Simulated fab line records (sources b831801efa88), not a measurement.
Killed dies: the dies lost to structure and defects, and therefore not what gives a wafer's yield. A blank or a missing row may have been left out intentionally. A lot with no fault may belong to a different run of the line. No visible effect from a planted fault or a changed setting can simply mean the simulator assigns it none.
fab line records ; flow sky130
record: lots: 14; wafers: 42; lastDay: 50
route steps=708 shown SONOS_TUNNEL@162 SONOS_ONO@182 GATE_OXIDE@189 RES_PROTECT@212 PAD_OPEN@708
lots that met no fault: from a run of the same line without faults
startH: hours from the record's first day to the start of the lot's first wafer shown ; waitH: hours elapsed since this lot's preceding step ; " same as the row above ; L1.1+2: several wafers, shown together as one row ; - either no value or no given start ; * or withheld: withheld ; < > ~ a bound
route shown NAME@n: a module of which the file shows steps, and the number in the route of the first ; usual: mean/standard deviation of fault-free wafers ; same: alike in all rows ; chamber/n: place in a boat ; sites: per-site readings ; _std_site: the values' standard deviation ; _edge_site: mean of outer sites minus mean of inner sites ; radiusMm: how far each site lies from the wafer's centre ; mask NAME#n: copy n ; behind: the most recent tool/chamber to have shaped the wafer ; hold: reason for holding the lot/hours on hold/outcome of the hold ; device: the transistor (n, p or np) that didn't switch ; end of line: the route-end tests of the same wafers ; a step without rows: its recipe alone ; killed: dies that structure and defects cost at the first sort, which is not the same as the wafer's yield ; map: dies across one wafer; x = killed, . = not, _ = none there
set.NAME: setting as actually run; set.NAME@STEP: the setting as run at that earlier step ; model.NAME: the simulator's own value behind a step, which no gauge read
one table for each step of the route and one row for each wafer, over a sample of lots
services: from which hour (startH, from the record's first day; less than 0 if before it) a tool's chamber was out of use, for how many hours, and why
== steps ==
step: SKY_SONOS_TUNNEL_OVL_MEAS_08
usual: SONOS_TUNNEL_OVL: 0.9/1.4
lot.wafer;tool;chamber;startH;waitH;SONOS_TUNNEL_OVL[nm]
L273.1;overlay-01;-;243.39;0.1;1.9
L273.3;overlay-01;-;243.39;0.1;1.4
L273.5;overlay-01;-;243.39;0.1;0.9
L274.2;overlay-01;-;252.56;0.1;1.5
L274.5;overlay-01;-;252.56;0.1;0.3
L274.6;overlay-01;-;252.56;0.1;2.5
L275.4;overlay-02;-;256.91;0.1;0.6
L275.5;overlay-02;-;256.91;0.1;-0.2
L275.6;overlay-02;-;256.91;0.1;1.7
L276.2;overlay-01;-;277.84;0.1;-1.4
L276.3;overlay-01;-;277.84;0.1;0.1
L276.4;overlay-01;-;277.84;0.1;0.0
L277.1;overlay-02;-;290.65;0.1;0.4
L277.3;overlay-02;-;290.65;0.1;0.7
L277.5;overlay-02;-;290.65;0.1;1.5
L279.3;overlay-01;-;294.01;0.1;0.7
L279.4;overlay-01;-;294.01;0.1;0.9
L279.6;overlay-01;-;294.01;0.1;-0.2
L280.2;overlay-01;-;301.46;0.1;1.3
L280.3;overlay-01;-;301.46;0.1;1.6
L280.5;overlay-01;-;301.46;0.1;1.2
L281.1;overlay-01;-;313.59;0.1;0.0
L281.3;overlay-01;-;313.59;0.1;2.0
L281.4;overlay-01;-;313.59;0.1;0.1
L282.1;overlay-02;-;320.18;0.1;2.5
L282.5;overlay-02;-;320.18;0.1;2.7
L282.6;overlay-02;-;320.18;0.1;1.0
L283.1;overlay-02;-;329.24;0.1;1.5
L283.2;overlay-02;-;329.24;0.1;0.8
L283.4;overlay-02;-;329.24;0.1;1.2
L290.3;overlay-02;-;394.66;0.1;-0.8
L290.5;overlay-02;-;394.66;0.1;-2.1
L290.6;overlay-02;-;394.66;0.1;-0.9
L293.1;overlay-01;-;404.85;0.1;2.7
L293.4;overlay-01;-;404.85;0.1;3.3
L293.5;overlay-01;-;404.85;0.1;4.3
L294.2;overlay-02;-;412.94;0.1;2.7
L294.3;overlay-02;-;412.94;0.1;-0.9
L294.5;overlay-02;-;412.94;0.1;-1.1
L296.1;overlay-02;-;431.13;0.1;-0.1
L296.2;overlay-02;-;431.13;0.1;0.6
L296.6;overlay-02;-;431.13;0.1;1.7
step: SKY_SONOS_ONO_OVL_MEAS_14
usual: SONOS_ONO_OVL: -0.2/1.5
lot.wafer;tool;chamber;startH;waitH;SONOS_ONO_OVL[nm]
L274.2;overlay-01;-;284.41;0.1;-0.3
L274.5;overlay-01;-;284.41;0.1;0.3
L274.6;overlay-01;-;284.41;0.1;-0.3
L273.1;overlay-02;-;284.58;0.1;0.9
L273.3;overlay-02;-;284.58;0.1;-0.3
L273.5;overlay-02;-;284.58;0.1;0.6
L275.4;overlay-01;-;292.49;0.1;-0.5
L275.5;overlay-01;-;292.49;0.1;0.0
L275.6;overlay-01;-;292.49;0.1;1.0
L276.2;overlay-02;-;311.35;0.1;-3.1
L276.3;overlay-02;-;311.35;0.1;-2.5
L276.4;overlay-02;-;311.35;0.1;-1.7
L277.1;overlay-01;-;322.90;0.1;-1.3
L277.3;overlay-01;-;322.90;0.1;-0.4
L277.5;overlay-01;-;322.90;0.1;1.5
L279.3;overlay-01;-;324.86;0.1;3.0
L279.4;overlay-01;-;324.86;0.1;2.1
L279.6;overlay-01;-;324.86;0.1;1.5
L280.2;overlay-01;-;333.11;0.1;0.6
L280.3;overlay-01;-;333.11;0.1;0.8
L280.5;overlay-01;-;333.11;0.1;-0.1
L281.1;overlay-02;-;345.39;0.1;0.8
L281.3;overlay-02;-;345.39;0.1;0.9
L281.4;overlay-02;-;345.39;0.1;-0.7
L282.1;overlay-02;-;356.32;0.1;-0.4
L282.5;overlay-02;-;356.32;0.1;0.2
L282.6;overlay-02;-;356.32;0.1;-1.8
L283.1;overlay-01;-;362.37;0.1;-0.2
L283.2;overlay-01;-;362.37;0.1;1.1
L283.4;overlay-01;-;362.37;0.1;1.5
L290.3;overlay-02;-;432.38;0.1;-0.4
L290.5;overlay-02;-;432.38;0.1;0.1
L290.6;overlay-02;-;432.38;0.1;0.7
L293.1;overlay-02;-;441.75;0.1;-1.9
L293.4;overlay-02;-;441.75;0.1;0.8
L293.5;overlay-02;-;441.75;0.1;-0.4
L294.2;overlay-01;-;448.26;0.1;0.9
L294.3;overlay-01;-;448.26;0.1;-0.6
L294.5;overlay-01;-;448.26;0.1;0.1
L296.1;overlay-01;-;467.92;0.1;0.2
L296.2;overlay-01;-;467.92;0.1;0.6
L296.6;overlay-01;-;467.92;0.1;1.7
step: SKY_GATE_OXIDE_THK_MEAS_02
recipe: reads: SiO2_of_GATE_OXIDE_OXIDATION_01
usual: GATE_OXIDE_OXIDATION_00_THK: 10.25/0.16
lot.wafer;tool;chamber;startH;waitH;GATE_OXIDE_OXIDATION_00_THK[nm]
L274.2;filmMetro-02;-;286.26;0.0;10.33
L274.5;filmMetro-02;-;286.26;0.0;10.09
L274.6;filmMetro-02;-;286.26;0.0;10.20
L273.1;filmMetro-01;-;287.66;0.0;10.00
L273.3;filmMetro-01;-;287.66;0.0;10.06
L273.5;filmMetro-01;-;287.66;0.0;9.97
L275.4;filmMetro-01;-;295.44;0.1;10.00
L275.5;filmMetro-01;-;295.44;0.1;10.07
L275.6;filmMetro-01;-;295.44;0.1;10.06
L276.2;filmMetro-02;-;313.80;0.0;10.33
L276.3;filmMetro-02;-;313.80;0.0;10.20
L276.4;filmMetro-02;-;313.80;0.0;10.41
L277.1;filmMetro-04;-;326.17;0.0;10.26
L277.3;filmMetro-04;-;326.17;0.0;10.05
L277.5;filmMetro-04;-;326.17;0.0;10.09
L279.3;filmMetro-04;-;328.63;0.0;10.18
L279.4;filmMetro-04;-;328.63;0.0;10.31
L279.6;filmMetro-04;-;328.63;0.0;10.09
L280.2;filmMetro-04;-;335.44;0.0;10.67
L280.3;filmMetro-04;-;335.44;0.0;10.42
L280.5;filmMetro-04;-;335.44;0.0;10.46
L281.1;filmMetro-01;-;347.17;0.0;10.06
L281.3;filmMetro-01;-;347.17;0.0;10.21
L281.4;filmMetro-01;-;347.17;0.0;10.08
L282.1;filmMetro-04;-;359.40;0.0;10.02
L282.5;filmMetro-04;-;359.40;0.0;10.02
L282.6;filmMetro-04;-;359.40;0.0;10.28
L283.1;filmMetro-01;-;364.14;0.0;10.10
L283.2;filmMetro-01;-;364.14;0.0;10.02
L283.4;filmMetro-01;-;364.14;0.0;10.17
L290.3;filmMetro-04;-;435.86;0.0;10.09
L290.5;filmMetro-04;-;435.86;0.0;10.34
L290.6;filmMetro-04;-;435.86;0.0;10.33
L293.1;filmMetro-01;-;444.30;0.0;10.20
L293.4;filmMetro-01;-;444.30;0.0;10.44
L293.5;filmMetro-01;-;444.30;0.0;10.24
L294.2;filmMetro-04;-;450.08;0.0;10.25
L294.3;filmMetro-04;-;450.08;0.0;10.51
L294.5;filmMetro-04;-;450.08;0.0;10.34
L296.1;filmMetro-04;-;470.22;0.0;10.34
L296.2;filmMetro-04;-;470.22;0.0;10.32
L296.6;filmMetro-04;-;470.22;0.0;10.06
step: SKY_RES_PROTECT_DEVELOP_06
recipe: resist: NOVOLAK; developer: TMAH; developTimeS: 60; devTempC: 23
lot.wafer;tool;chamber;startH;waitH
L274.2+5+6;lithoTrack-01;0;342.13;0.1
L273.1+3+5;lithoTrack-02;0;343.36;0.1
L275.4+5+6;lithoTrack-02;0;351.99;0.1
L276.2+3+4;lithoTrack-03;0;370.96;0.1
L277.1+3+5;lithoTrack-01;0;384.50;0.1
L279.3+4+6;lithoTrack-03;0;386.13;0.1
L280.2+3+5;lithoTrack-02;0;393.14;0.1
L281.1+3+4;lithoTrack-01;0;408.60;0.1
L282.1+5+6;lithoTrack-01;0;422.65;0.1
L283.1+2+4;lithoTrack-03;0;425.93;0.1
L290.3+5+6;lithoTrack-03;0;500.73;0.1
L293.1+4+5;lithoTrack-03;0;508.78;0.1
L294.2+3+5;lithoTrack-01;0;514.23;0.1
L296.1+2+6;lithoTrack-01;0;534.40;0.1
step: SKY_RES_PROTECT_TW_MEAS_08
usual: POLY_GATE_TW: 4011/29
lot.wafer;tool;chamber;startH;waitH;POLY_GATE_TW
L274.2;filmMetro-04;-;342.51;0.1;3993
L274.5;filmMetro-04;-;342.51;0.1;3960
L274.6;filmMetro-04;-;342.51;0.1;3960
L273.1;filmMetro-02;-;343.76;0.1;4035
L273.3;filmMetro-02;-;343.76;0.1;4034
L273.5;filmMetro-02;-;343.76;0.1;4015
L275.4;filmMetro-02;-;352.34;0.1;4004
L275.5;filmMetro-02;-;352.34;0.1;4009
L275.6;filmMetro-02;-;352.34;0.1;4015
L276.2;filmMetro-04;-;371.34;0.1;3943
L276.3;filmMetro-04;-;371.34;0.1;3968
L276.4;filmMetro-04;-;371.34;0.1;3963
L277.1;filmMetro-03;-;384.90;0.1;4050
L277.3;filmMetro-03;-;384.90;0.1;4033
L277.5;filmMetro-03;-;384.90;0.1;4021
L279.3;filmMetro-03;-;386.50;0.1;4013
L279.4;filmMetro-03;-;386.50;0.1;4007
L279.6;filmMetro-03;-;386.50;0.1;4028
L280.2;filmMetro-03;-;393.52;0.1;3981
L280.3;filmMetro-03;-;393.52;0.1;3998
L280.5;filmMetro-03;-;393.52;0.1;3976
L281.1;filmMetro-04;-;409.00;0.1;3989
L281.3;filmMetro-04;-;409.00;0.1;3971
L281.4;filmMetro-04;-;409.00;0.1;3975
L282.1;filmMetro-03;-;423.05;0.1;4040
L282.5;filmMetro-03;-;423.05;0.1;4029
L282.6;filmMetro-03;-;423.05;0.1;4041
L283.1;filmMetro-04;-;426.33;0.1;3986
L283.2;filmMetro-04;-;426.33;0.1;3987
L283.4;filmMetro-04;-;426.33;0.1;3982
L290.3;filmMetro-03;-;501.10;0.1;231
L290.5;filmMetro-03;-;501.10;0.1;241
L290.6;filmMetro-03;-;501.10;0.1;233
L293.1;filmMetro-04;-;509.18;0.1;239
L293.4;filmMetro-04;-;509.18;0.1;230
L293.5;filmMetro-04;-;509.18;0.1;229
L294.2;filmMetro-03;-;514.61;0.1;4022
L294.3;filmMetro-03;-;514.61;0.1;4023
L294.5;filmMetro-03;-;514.61;0.1;4035
L296.1;filmMetro-03;-;534.80;0.1;4009
L296.2;filmMetro-03;-;534.80;0.1;4018
L296.6;filmMetro-03;-;534.80;0.1;4014
step: SKY_PAD_OPEN_PROBE_99
usual: killed_at_M0_to_M3: 43/7.2; killed_at_M4_up: 3.3/2; killedAtContacts: 25/5.8; killedAtFrontEnd: 15/4.5; killedAtOther: 0.3/0.62; killedDies: 86/9.4; killedOpen: 47/7.1; killedShort: 39/6
same: grossDies: 492; killedAtBackSide: 0
lot.wafer;tool;chamber;startH;waitH;killed_at_M0_to_M3;killed_at_M4_up;killedAtContacts;killedAtFrontEnd;killedAtOther;killedDies;killedOpen;killedShort
L277.1;prober-02;-;1110.01;0.1;28;4;15;18;0;65;32;33
L277.3;prober-02;-;1110.11;0.2;54;1;18;25;0;98;48;50
L277.5;prober-02;-;1110.21;0.2;48;2;20;19;0;89;46;41
L283.1;prober-01;-;1138.44;0.1;40;2;31;9;0;82;43;39
L283.2;prober-01;-;1138.49;0.1;54;7;22;15;0;98;60;38
L283.4;prober-01;-;1138.59;0.2;43;3;32;15;0;93;52;40
killed by level:class
L277.1 POLY_GATE:geometricParticle:short=6 VIA3:geometricParticle:open=6 POLY_GATE:geometricParticle:open=5 LOCAL_INTERCONNECT:geometricParticle:short=5 VIA1:geometricParticle:open=5 METAL3:geometricParticle:short=4 CONTACT:geometricParticle:open=4 METAL1:geometricParticle:short=4
L277.3 VIA1:geometricParticle:open=15 METAL1:geometricParticle:short=7 POLY_GATE:geometricParticle:short=6 FIELD_ISO:geometricParticle:open=5 VIA2:geometricParticle:open=5 LOCAL_INTERCONNECT:geometricParticle:short=5 VIA1:geometricParticle:short=5 METAL2:geometricParticle:short=5
L277.5 VIA2:geometricParticle:open=11 VIA1:geometricParticle:open=8 POLY_GATE:geometricParticle:open=6 METAL1:geometricParticle:short=6 CONTACT:geometricParticle:open=6 METAL2:geometricParticle:short=6 VIA1:geometricParticle:short=5 FIELD_ISO:geometricParticle:short=4
L283.1 CONTACT:geometricParticle:open=11 VIA1:geometricParticle:open=9 METAL1:geometricParticle:short=8 VIA2:geometricParticle:open=6 METAL2:geometricParticle:short=6 CONTACT:geometricParticle:short=5 LOCAL_INTERCONNECT:geometricParticle:short=5 LI_CONTACT:geometricParticle:short=5
L283.2 VIA1:geometricParticle:open=12 VIA2:geometricParticle:open=11 CONTACT:geometricParticle:open=9 LI_CONTACT:geometricParticle:open=8 METAL2:geometricParticle:short=7 FIELD_ISO:geometricParticle:short=6 VIA3:geometricParticle:open=6 METAL4:geometricParticle:short=5
L283.4 CONTACT:geometricParticle:open=10 VIA3:geometricParticle:open=10 LI_CONTACT:geometricParticle:open=8 VIA1:geometricParticle:open=8 METAL2:geometricParticle:short=7 CONTACT:geometricParticle:short=7 FIELD_ISO:geometricParticle:short=5 VIA1:geometricParticle:short=5
== services ==
tool;chamber;startH;hours;kind
lithoTrack-02;-;412.28;-;consumableReplace:filter
lithoTrack-01;-;416.01;-;consumableReplace:filter
lithoTrack-02;-;526.63;-;consumableReplace:filter
== key ==
firstSign: step: SKY_RES_PROTECT_TW_MEAS_08; reading: POLY_GATE_TW; direction: down; sigmas: 99+; usual: 4011; struck: 234
effect none on later readings
metAt SKY_RES_PROTECT_DEVELOP_06
struckLots L290,L293
testerLeftOut L290,L293
notActingAt SKY_SONOS_TUNNEL_OVL_MEAS_08,SKY_SONOS_ONO_OVL_MEAS_14,SKY_GATE_OXIDE_THK_MEAS_02
onsetBetween 425.93 500.73
fault: kind: processParameterDrift; tool: lithoTrack-03; chamber: -; onsetH: 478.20; steps: SKY_RES_PROTECT_DEVELOP_06; channel: developTimeS; offset: *; shape: step; endH: 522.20; actsIn: *; stated: *
testerLeftOut: of these lots the tester's yield and bins aren't shown, on N5 and GAA mostly nor the transistor test; their killed dies are dies lost to structure and defects alone, not to doping, threshold or leakage, so they don't give the yield
